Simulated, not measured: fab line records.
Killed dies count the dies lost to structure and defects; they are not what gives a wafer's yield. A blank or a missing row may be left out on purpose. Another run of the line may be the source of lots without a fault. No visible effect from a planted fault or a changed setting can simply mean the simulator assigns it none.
Which tool was responsible? ; flow sky130 ; 7 lots, 21 wafers sampled, at 1 step of a route of 708

WHAT THE GAUGES READ, wafer by wafer
SKY_VIA4_OVL_MEAS_11.
lot;measured;on;VIA4_OVL (nm)
L877;day 43 07:57;overlay-01;0.6 -1.6 0.5
L879;day 43 22:51;overlay-02;-0.9 0.1 0.5
L882;day 44 20:07;overlay-01;0.6 0.1 0.1
L884;day 45 09:29;overlay-02;-1.8 -1.0 -2.5
L891;day 47 06:05;overlay-01;0.7 1.3 3.2
L896;day 48 10:53;overlay-02;1.2 1.4 1.7
L898;day 48 18:14;overlay-02;-1.7 -3.3 -2.6

WHICH TOOL RAN EACH LOT (tool, then ch and the chambers of the sampled wafers, then the start)
There is no process step in the record ahead of these readings.

THE ANSWER, worked out from the rows above alone
Rule: usual is defined by the lots themselves. Put in order of their means at a reading, lots are off if they are a third of the lots or fewer, leave a main group of 4 or more, and stand apart from it by a gap of 3 or more times the standard deviation of the main group's means; of several such gaps the widest counts. Not used: any main group whose means are identical at the precision the tables above print for the reading. A lot without any number at a reading at which 4 lots or more have one is off too. The other lots that the step has rows for count as sound.
No lot is off at any reading shown: from this, nothing can be told.

WHAT WAS PUT IN BY THE SIMULATOR
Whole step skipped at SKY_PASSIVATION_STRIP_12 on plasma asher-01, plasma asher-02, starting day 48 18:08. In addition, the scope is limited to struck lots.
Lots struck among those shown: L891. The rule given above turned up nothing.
